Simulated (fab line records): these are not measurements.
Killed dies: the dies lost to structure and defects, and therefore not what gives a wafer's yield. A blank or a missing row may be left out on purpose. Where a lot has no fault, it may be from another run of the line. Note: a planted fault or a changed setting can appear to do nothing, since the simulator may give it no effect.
Which tool did it? | flow gf180mcu | 24 lots with 72 wafers sampled at 6 steps, on a route of 602 steps

WHAT THE GAUGES READ, wafer by wafer
GF_V2_CD_MEAS_14: target cd 260 nm. Usual: cd-nm 260.1 nm, standard deviation 1.5.
lot  | measured     | on        | cd-nm (nm)        | flag
L074 | day 20 05:23 | cd-sem-01 | 257.7 258.1 259.6 |
L075 | day 20 12:25 | cd-sem-02 | 262.9 263.2 263.0 |
L076 | day 21 01:02 | cd-sem-01 | 262.7 260.8 262.2 |
L077 | day 21 12:41 | cd-sem-01 | 260.5 258.8 259.9 |
L078 | day 21 19:15 | cd-sem-02 | 261.8 261.6 262.8 |
L079 | day 22 07:22 | cd-sem-02 | 257.4 256.9 256.6 |
L080 | day 22 18:09 | cd-sem-02 | 259.7 259.7 261.8 |
L081 | day 23 05:11 | cd-sem-01 | 261.0 258.7 259.8 |
L082 | day 23 11:57 | cd-sem-01 | 261.0 259.8 261.4 |
L083 | day 23 18:09 | cd-sem-02 | 261.0 260.9 261.8 |
L084 | day 24 05:06 | cd-sem-01 | 259.5 258.1 258.8 |
L085 | day 24 06:37 | cd-sem-01 | 260.6 261.0 261.1 |
L086 | day 25 00:55 | cd-sem-02 | 260.5 260.4 261.0 |
L087 | day 25 02:31 | cd-sem-01 | 261.5 260.9 260.2 |
L088 | day 25 10:19 | cd-sem-01 | 260.2 258.9 259.6 |
L089 | day 25 15:58 | cd-sem-01 | 261.0 259.7 261.2 |
L090 | day 26 02:03 | cd-sem-01 | 261.1 261.9 259.9 |
L091 | day 26 06:17 | cd-sem-01 | 258.5 258.8 258.8 |
L092 | day 26 14:33 | cd-sem-01 | 260.4 261.7 260.7 |
L093 | day 26 20:20 | cd-sem-01 | 260.1 259.3 259.6 |
L094 | day 27 05:31 | cd-sem-02 | 260.0 259.9 261.0 |
L095 | day 27 09:16 | cd-sem-02 | 258.9 258.7 258.3 |
L096 | day 27 16:19 | cd-sem-01 | 257.0 258.0 256.8 |
L097 | day 27 22:19 | cd-sem-02 | 260.7 260.7 260.7 |

GF_PASSIVATION_BOW_MEAS_14. Usual: PASSIVATION_BOW gives 137 um (standard deviation 9).
lot  | measured     | on            | PASSIVATION_BOW (um) | flag
L074 | day 29 00:46 | film-metro-03 | 126 127 120          |
L075 | day 29 05:23 | film-metro-03 | 127 140 133          |
L076 | day 29 15:29 | film-metro-01 | 137 146 137          |
L077 | day 30 01:39 | film-metro-03 | 146 153 143          |
L078 | day 30 06:37 | film-metro-04 | 134 131 143          |
L079 | day 30 15:43 | film-metro-03 | 141 136 145          |
L080 | day 30 22:50 | film-metro-03 | 139 142 135          |
L081 | day 31 08:11 | film-metro-04 | 141 130 132          |
L082 | day 31 15:41 | film-metro-01 | 127 117 123          |
L083 | day 32 03:30 | film-metro-04 | 147 148 145          |
L084 | day 32 03:51 | film-metro-03 | 129 137 147          |
L085 | day 32 05:51 | film-metro-01 | 140 142 135          |
L086 | day 32 19:19 | film-metro-01 | 143 137 139          |
L087 | day 32 20:25 | film-metro-03 | 139 121 139          |
L088 | day 33 02:07 | film-metro-03 | 138 140 141          |
L089 | day 33 05:45 | film-metro-03 | 136 144 142          |
L090 | day 33 11:57 | film-metro-03 | 140 128 133          |
L091 | day 33 17:03 | film-metro-04 | 146 157 149          |
L092 | day 33 22:56 | film-metro-03 | 127 118 127          |
L093 | day 34 02:34 | film-metro-04 | 133 128 122          |
L094 | day 34 10:53 | film-metro-01 | 152 142 153          |
L095 | day 34 14:12 | film-metro-03 | 148 138 132          |
L096 | day 34 17:41 | film-metro-04 | 140 137 143          |
L097 | day 34 23:48 | film-metro-01 | 130 134 124          |

WHAT TOOL EACH LOT RAN ON (gives the tool, then ch and the chambers of the sampled wafers, and finally the start)
lot  | GF_M2_METAL_ETCH_16               | GF_M4_METAL_ETCH_16               | GF_M5_ETCH_09                      | GF_V5_CVD_02
L074 | rie-metal-03 ch 0,1, day 19 03:00 | rie-metal-04 ch 0,1, day 23 09:36 | rie-diel-01 ch 0,1,2, day 26 06:43 | pecvd-02 ch 0,2, day 26 07:32
L075 | rie-metal-03 ch 0,1, day 19 11:08 | rie-metal-02 ch 0,1, day 23 15:39 | rie-diel-04 ch 0,1,3, day 26 12:24 | pecvd-01 ch 0,1,2, day 26 13:16
L076 | rie-metal-04 ch 0,1, day 20 00:06 | rie-metal-02 ch 0,1, day 24 03:23 | rie-diel-03 ch 1,2, day 26 23:26   | pecvd-01 ch 0,1, day 27 00:14
L077 | rie-metal-02 ch 0,1, day 20 11:50 | rie-metal-04 ch 0,1, day 24 14:38 | rie-diel-04 ch 1,2,3, day 27 09:17 | pecvd-02 ch 0,1, day 27 10:07
L078 | rie-metal-02 ch 0, day 20 17:59   | rie-metal-02 ch 0,1, day 24 20:48 | rie-diel-03 ch 0,1, day 27 15:41   | pecvd-03 ch 0,1, day 27 16:31
L079 | rie-metal-02 ch 0,1, day 21 06:43 | rie-metal-02 ch 0,1, day 25 07:09 | rie-diel-01 ch 0,2,3, day 28 00:14 | pecvd-02 ch 0,1,2, day 28 01:05
L080 | rie-metal-02 ch 0,1, day 21 17:04 | rie-metal-01 ch 0,1, day 25 17:54 | rie-diel-01 ch 2,3, day 28 09:22   | pecvd-02 ch 0,1, day 28 10:10
L081 | rie-metal-04 ch 1, day 22 04:18   | rie-metal-01 ch 0,1, day 26 03:35 | rie-diel-04 ch 1,2,3, day 28 18:59 | pecvd-02 ch 0,2, day 28 19:47
L082 | rie-metal-04 ch 1, day 22 11:02   | rie-metal-04 ch 0,1, day 26 10:27 | rie-diel-04 ch 0,1,2, day 29 01:59 | pecvd-03 ch 0,1, day 29 02:49
L083 | rie-metal-04 ch 0,1, day 22 18:27 | rie-metal-04 ch 0,1, day 26 15:41 | rie-diel-01 ch 0,1,3, day 29 14:35 | pecvd-02 ch 0,1, day 29 15:51
L084 | rie-metal-02 ch 0, day 23 05:12   | rie-metal-01 ch 0,1, day 27 02:18 | rie-diel-04 ch 0,2,3, day 29 16:40 | pecvd-01 ch 0,1,2, day 29 17:28
L085 | rie-metal-03 ch 0,1, day 23 06:41 | rie-metal-02 ch 1, day 27 03:36   | rie-diel-01 ch 0,2,3, day 29 17:08 | pecvd-02 ch 0,2, day 29 18:01
L086 | rie-metal-03 ch 0,1, day 24 01:54 | rie-metal-04 ch 0,1, day 27 20:02 | rie-diel-01 ch 2,3, day 30 08:10   | pecvd-01 ch 0,1,2, day 30 08:57
L087 | rie-metal-04 ch 0,1, day 24 03:30 | rie-metal-02 ch 0,1, day 27 21:39 | rie-diel-01 ch 0,2, day 30 09:52   | pecvd-02 ch 0,2, day 30 10:40
L088 | rie-metal-02 ch 0,1, day 24 11:26 | rie-metal-04 ch 0,1, day 28 03:32 | rie-diel-01 ch 0,2,3, day 30 16:08 | pecvd-03 ch 0,2, day 30 16:56
L089 | rie-metal-04 ch 0,1, day 24 16:59 | rie-metal-01 ch 0,1, day 28 10:24 | rie-diel-04 ch 1,2, day 30 22:05   | pecvd-02 ch 1,2, day 30 22:52
L090 | rie-metal-04 ch 0,1, day 25 03:30 | rie-metal-01 ch 0,1, day 28 19:30 | rie-diel-03 ch 1,2,3, day 31 06:03 | pecvd-02 ch 0,1,2, day 31 06:52
L091 | rie-metal-04 ch 0,1, day 25 08:03 | rie-metal-04 ch 0,1, day 28 23:23 | rie-diel-01 ch 0,2,3, day 31 09:55 | pecvd-01 ch 0,1,2, day 31 10:43
L092 | rie-metal-04 ch 0,1, day 25 15:35 | rie-metal-02 ch 0,1, day 29 05:47 | rie-diel-03 ch 0,2,3, day 31 15:38 | pecvd-02 ch 1,2, day 31 16:28
L093 | rie-metal-02 ch 0, day 25 21:56   | rie-metal-02 ch 0,1, day 29 12:08 | rie-diel-03 ch 2,3, day 31 21:53   | pecvd-02 ch 1,2, day 31 23:07
L094 | rie-metal-02 ch 0,1, day 26 07:27 | rie-metal-01 ch 0,1, day 29 20:14 | rie-diel-01 ch 2,3, day 32 04:50   | pecvd-03 ch 0,1, day 32 05:44
L095 | rie-metal-03 ch 0,1, day 26 12:03 | rie-metal-01 ch 1, day 29 23:38   | rie-diel-03 ch 2,3, day 32 08:15   | pecvd-01 ch 0,1, day 32 09:17
L096 | rie-metal-03 ch 0,1, day 26 18:00 | rie-metal-01 ch 1, day 30 06:18   | rie-diel-01 ch 0,1,3, day 32 13:52 | pecvd-02 ch 1,2, day 32 14:39
L097 | rie-metal-04 ch 0,1, day 27 00:45 | rie-metal-01 ch 0,1, day 30 13:09 | rie-diel-01 ch 0,1,2, day 32 20:03 | pecvd-01 ch 0,1,2, day 32 20:53
- GF_M2_METAL_ETCH_16: etches the open film in Cl2/BCl3, stops on SiO2, target depth 750.8 nm, time 125.1 s.
- GF_M4_METAL_ETCH_16: etches the open film in Cl2/BCl3, stops on SiO2, target depth 750.8 nm, time 125.1 s.
- GF_M5_ETCH_09: etches Si3N4 in CF4/O2, target depth 52 nm, time 11.6 s.
- GF_V5_CVD_02: deposits SiO2 from TEOS, target thk 1450 nm, time 163.28 s.

AS READ BY THE TOOLS THEMSELVES (means over the sampled wafers that have a number; for cases with no such wafer, the mark the record gives instead)
GF_M2_METAL_ETCH_16. Usual: drypump-motor-current-A 5.9 A, standard deviation 0.39; oes-product-au 0.988 a.u., standard deviation 0.0061; throttle-valve-pct 28.232 %, standard deviation 0.01.
lot  | tool         | drypump-motor-current-A (A) | oes-product-au (a.u.) | throttle-valve-pct (%) | flag
L074 | rie-metal-03 | 5.5                         | 0.993                 | 28.225                 |
L075 | rie-metal-03 | 5.7                         | 0.991                 | 28.227                 |
L076 | rie-metal-04 | 6.3                         | 0.988                 | 28.235                 |
L077 | rie-metal-02 | 5.6                         | 0.987                 | 28.236                 |
L078 | rie-metal-02 | 5.4                         | 0.992                 | 28.232                 |
L079 | rie-metal-02 | 5.6                         | 0.985                 | 28.231                 |
L080 | rie-metal-02 | 5.6                         | 0.984                 | 28.228                 |
L081 | rie-metal-04 | 6.4                         | 0.987                 | 28.238                 |
L082 | rie-metal-04 | 6.4                         | 0.988                 | 28.237                 |
L083 | rie-metal-04 | 6.3                         | 0.987                 | 28.228                 |
L084 | rie-metal-02 | 5.4                         | 0.986                 | 28.229                 |
L085 | rie-metal-03 | 5.5                         | 0.994                 | 28.231                 |
L086 | rie-metal-03 | 5.5                         | 0.984                 | 28.228                 |
L087 | rie-metal-04 | 6.2                         | 0.992                 | 28.234                 |
L088 | rie-metal-02 | 5.6                         | 0.990                 | 28.236                 |
L089 | rie-metal-04 | 6.2                         | 0.988                 | 28.230                 |
L090 | rie-metal-04 | 6.2                         | 0.982                 | 28.237                 |
L091 | rie-metal-04 | 6.2                         | 0.984                 | 28.235                 |
L092 | rie-metal-04 | 6.2                         | 0.989                 | 28.235                 |
L093 | rie-metal-02 | 5.4                         | 0.989                 | 28.226                 |
L094 | rie-metal-02 | 5.8                         | 0.992                 | 28.232                 |
L095 | rie-metal-03 | 5.5                         | 0.995                 | 28.225                 |
L096 | rie-metal-03 | 5.7                         | 0.994                 | 28.218                 |
L097 | rie-metal-04 | 6.2                         | 0.993                 | 28.232                 |

GF_M4_METAL_ETCH_16. Usual: drypump-motor-current-A 6.0 A, standard deviation 0.34; oes-product-au 0.990 a.u., standard deviation 0.0056; throttle-valve-pct 28.231 %, standard deviation 0.011.
lot  | tool         | drypump-motor-current-A (A) | oes-product-au (a.u.) | throttle-valve-pct (%) | flag
L074 | rie-metal-04 | 6.2                         | 0.984                 | 28.228                 |
L075 | rie-metal-02 | 5.8                         | 0.986                 | 28.227                 |
L076 | rie-metal-02 | 5.6                         | 0.991                 | 28.227                 |
L077 | rie-metal-04 | 6.3                         | 0.989                 | 28.235                 |
L078 | rie-metal-02 | 5.6                         | 0.995                 | 28.226                 |
L079 | rie-metal-02 | 5.6                         | 0.993                 | 28.230                 |
L080 | rie-metal-01 | 5.9                         | 0.985                 | 28.242                 |
L081 | rie-metal-01 | 6.1                         | 0.989                 | 28.242                 |
L082 | rie-metal-04 | 6.2                         | 0.990                 | 28.232                 |
L083 | rie-metal-04 | 6.3                         | 0.989                 | 28.242                 |
L084 | rie-metal-01 | 6.1                         | 0.988                 | 28.231                 |
L085 | rie-metal-02 | 6.0                         | 0.990                 | 28.224                 |
L086 | rie-metal-04 | 6.3                         | 0.994                 | 28.231                 |
L087 | rie-metal-02 | 5.6                         | 0.985                 | 28.234                 |
L088 | rie-metal-04 | 6.2                         | 0.988                 | 28.218                 |
L089 | rie-metal-01 | 5.9                         | 0.987                 | 28.233                 |
L090 | rie-metal-01 | 5.9                         | 0.989                 | 28.227                 |
L091 | rie-metal-04 | 6.3                         | 0.991                 | 28.224                 |
L092 | rie-metal-02 | 5.6                         | 0.991                 | 28.224                 |
L093 | rie-metal-02 | 5.6                         | 0.994                 | 28.229                 |
L094 | rie-metal-01 | 5.9                         | 0.985                 | 28.245                 |
L095 | rie-metal-01 | 5.7                         | 0.983                 | 28.245                 |
L096 | rie-metal-01 | 5.7                         | 0.986                 | 28.241                 |
L097 | rie-metal-01 | 6.1                         | 0.990                 | 28.237                 |

GF_M5_ETCH_09. Usual: O2_flow_sccm 10.005 sccm, standard deviation 0.028; drypump-motor-current-A 5.5 A, standard deviation 0.31; oes-product-au 1.001 a.u., standard deviation 0.0077; throttle-valve-pct 5.971 %, standard deviation 0.0085.
lot  | tool        | O2_flow_sccm (sccm) | drypump-motor-current-A (A) | oes-product-au (a.u.) | throttle-valve-pct (%) | flag
L074 | rie-diel-01 | 10.007              | 5.4                         | 0.997                 | 5.971                  |
L075 | rie-diel-04 | 9.996               | 5.7                         | 0.991                 | 5.967                  |
L076 | rie-diel-03 | 9.968               | 5.8                         | 0.998                 | 5.968                  |
L077 | rie-diel-04 | 10.013              | 5.6                         | 0.995                 | 5.978                  |
L078 | rie-diel-03 | 9.997               | 5.0                         | 1.002                 | 5.972                  |
L079 | rie-diel-01 | 9.967               | 5.6                         | 1.005                 | 5.971                  |
L080 | rie-diel-01 | 9.991               | 5.4                         | 1.003                 | 5.964                  |
L081 | rie-diel-04 | 10.002              | 5.7                         | 1.005                 | 5.968                  |
L082 | rie-diel-04 | 10.026              | 5.7                         | 1.002                 | 5.970                  |
L083 | rie-diel-01 | 9.976               | 5.4                         | 1.002                 | 5.975                  |
L084 | rie-diel-04 | 10.017              | 5.6                         | 0.996                 | 5.968                  |
L085 | rie-diel-01 | 10.022              | 5.5                         | 1.003                 | 5.972                  |
L086 | rie-diel-01 | 10.007              | 5.5                         | 1.014                 | 5.976                  |
L087 | rie-diel-01 | 9.998               | 5.7                         | 1.001                 | 5.973                  |
L088 | rie-diel-01 | 10.005              | 5.6                         | 1.006                 | 5.972                  |
L089 | rie-diel-04 | 10.020              | 5.7                         | 1.002                 | 5.974                  |
L090 | rie-diel-03 | 10.018              | 5.8                         | 1.012                 | 5.965                  |
L091 | rie-diel-01 | 10.026              | 5.6                         | 1.003                 | 5.975                  |
L092 | rie-diel-03 | 10.027              | 5.5                         | 1.008                 | 5.969                  |
L093 | rie-diel-03 | 9.991               | 5.9                         | 1.002                 | 5.976                  |
L094 | rie-diel-01 | 10.005              | 5.5                         | 1.000                 | 5.968                  |
L095 | rie-diel-03 | 10.028              | 5.9                         | 1.000                 | 5.972                  |
L096 | rie-diel-01 | 10.020              | 5.4                         | 0.998                 | 5.973                  |
L097 | rie-diel-01 | 9.991               | 5.4                         | 0.999                 | 5.983                  |

GF_V5_CVD_02. Usual: heater-power-w 643 W, standard deviation 120.
lot  | tool     | heater-power-w (W) | flag
L074 | pecvd-02 | 579                |
L075 | pecvd-01 | 761                |
L076 | pecvd-01 | 810                |
L077 | pecvd-02 | 601                |
L078 | pecvd-03 | 578                |
L079 | pecvd-02 | 597                |
L080 | pecvd-02 | 587                |
L081 | pecvd-02 | 526                |
L082 | pecvd-03 | 629                |
L083 | pecvd-02 | 643                |
L084 | pecvd-01 | 726                |
L085 | pecvd-02 | 575                |
L086 | pecvd-01 | 748                |
L087 | pecvd-02 | 569                |
L088 | pecvd-03 | 677                |
L089 | pecvd-02 | 533                |
L090 | pecvd-02 | 566                |
L091 | pecvd-01 | 729                |
L092 | pecvd-02 | 602                |
L093 | pecvd-02 | 579                |
L094 | pecvd-03 | 624                |
L095 | pecvd-01 | 769                |
L096 | pecvd-02 | 637                |
L097 | pecvd-01 | 718                |

THE ANSWER, worked out from the rows above alone
Rule: a lot is off if the mean of its wafers that have a number lies more than 3 standard deviations from the usual mean. A lot without any number at a reading at which 4 lots or more have one is off too. Any other lot the step has rows for is counted as sound. First the gauges in route order, then the tools' own readings, where a lot's mean is used as printed above. At the first step where some lot is off, the reading lying furthest off is the one used; lots without a number count as furthest.
No lot is off at any reading shown: from this, nothing can be told.

WHAT THE SIMULATOR PUT IN
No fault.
